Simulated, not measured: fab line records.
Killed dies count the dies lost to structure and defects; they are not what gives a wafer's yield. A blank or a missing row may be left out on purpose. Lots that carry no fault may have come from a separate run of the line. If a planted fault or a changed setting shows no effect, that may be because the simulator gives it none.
Chamber matching | flow gf180mcu | GF_V4_CMP_26 on cmp-01: 4 sister chambers
The step polishes, stops on SiO2, t overpolish 15 s, target thk 0 nm. 27 wafers are shown with their chamber, then 12 later ones without.

## EACH WAFER AND ITS CHAMBER
wafer  | chamber | motor_current_A (A) | time_to_endpoint_s (s) | platen_rpm (rpm)
L074.1 | 0       | 11.6                | 85                     | 59.98
L074.3 | 3       | 11.2                | 77                     | 59.98
L074.4 | 1       | 11.0                | 79                     | 59.97
L075.1 | 1       | 10.8                | 79                     | 59.91
L075.3 | 0       | 11.5                | 86                     | 60.00
L075.5 | 3       | 9.7                 | 79                     | 59.94
L077.1 | 3       | 11.2                | 76                     | 59.98
L077.5 | 2       | 10.7                | 77                     | 59.98
L077.6 | 1       | 10.1                | 79                     | 59.99
L078.2 | 2       | 10.6                | 81                     | 60.05
L078.3 | 3       | 10.8                | 77                     | 59.96
L078.5 | 1       | 11.0                | 77                     | 59.99
L079.2 | 3       | 11.2                | 82                     | 60.00
L079.3 | 0       | 11.4                | 87                     | 60.03
L079.4 | 1       | 10.4                | 81                     | 59.96
L080.1 | 2       | 11.0                | 88                     | 60.02
L080.3 | 3       | 11.0                | 86                     | 60.05
L080.6 | 3       | 10.8                | 81                     | 60.00
L083.2 | 2       | 10.2                | 80                     | 60.03
L083.4 | 0       | 12.0                | 84                     | 59.94
L083.6 | 1       | 10.3                | 79                     | 59.99
L086.2 | 2       | 10.2                | 85                     | 60.00
L086.4 | 3       | 11.1                | 85                     | 59.98
L086.5 | 2       | 10.3                | 83                     | 59.98
L089.4 | 2       | 10.3                | 85                     | 60.02
L089.5 | 1       | 10.3                | 82                     | 59.99
L089.6 | 2       | 10.7                | 88                     | 60.09

SIGNATURES, as means of the wafers listed above
reading            | chamber 0 | chamber 1 | chamber 2 | chamber 3 | scatter within a chamber
motor_current_A    | 11.625    | 10.557    | 10.500    | 10.875    | 0.384
time_to_endpoint_s | 85.50     | 79.43     | 83.38     | 80.38     | 3.14
platen_rpm         | 59.9875   | 59.9714   | 60.0213   | 59.9862   | 0.0339
Rule: a wafer lies at a distance from a chamber equal to the root of the sum of squares, over the readings, of (its reading less the chamber's mean, divided by the reading's scatter). If the next closest chamber is less than 2 further off than the closest, the wafer can't be placed; otherwise it belongs to the closest. The scatter: the root of (the sum of the squares of (reading less its chamber's mean) over the shown wafers, divided by (wafers less chambers)).

## WAFERS MISSING THEIR CHAMBER
wafer  | motor_current_A (A) | time_to_endpoint_s (s) | platen_rpm (rpm)
L090.1 | 10.9                | 81                     | 60.01
L090.5 | 10.8                | 84                     | 60.06
L090.6 | 10.4                | 84                     | 60.05
L091.1 | 12.1                | 86                     | 60.03
L091.2 | 10.9                | 83                     | 60.00
L091.5 | 10.3                | 85                     | 59.98
L094.3 | 11.8                | 85                     | 60.02
L094.4 | 10.7                | 79                     | 59.98
L094.5 | 11.2                | 81                     | 60.00
L096.1 | 11.0                | 84                     | 60.07
L096.2 | 10.8                | 84                     | 60.04
L096.6 | 10.8                | 76                     | 60.04

## WHICH CHAMBER EACH WENT THROUGH
wafer  | from the rows above               | in truth
L090.1 | can't be placed: 3 or 2 or 1 or 0 | 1
L090.5 | can't be placed: 2 or 3 or 1 or 0 | 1
L090.6 | can't be placed: 2 or 3 or 1      | 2
L091.1 | 0                                 | 0
L091.2 | can't be placed: 3 or 2 or 1 or 0 | 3
L091.5 | can't be placed: 2 or 1 or 3      | 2
L094.3 | can't be placed: 0 or 3           | 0
L094.4 | can't be placed: 1 or 3 or 2      | 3
L094.5 | can't be placed: 3 or 0 or 1 or 2 | 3
L096.1 | can't be placed: 2 or 3 or 0 or 1 | 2
L096.2 | can't be placed: 2 or 3 or 1 or 0 | 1
L096.6 | can't be placed: 3 or 1 or 2 or 0 | 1
Correctly placed: 1 of 12. From these rows, 11 cannot be placed; in 11 the true chamber is one of the candidates. 0 placed wrongly.
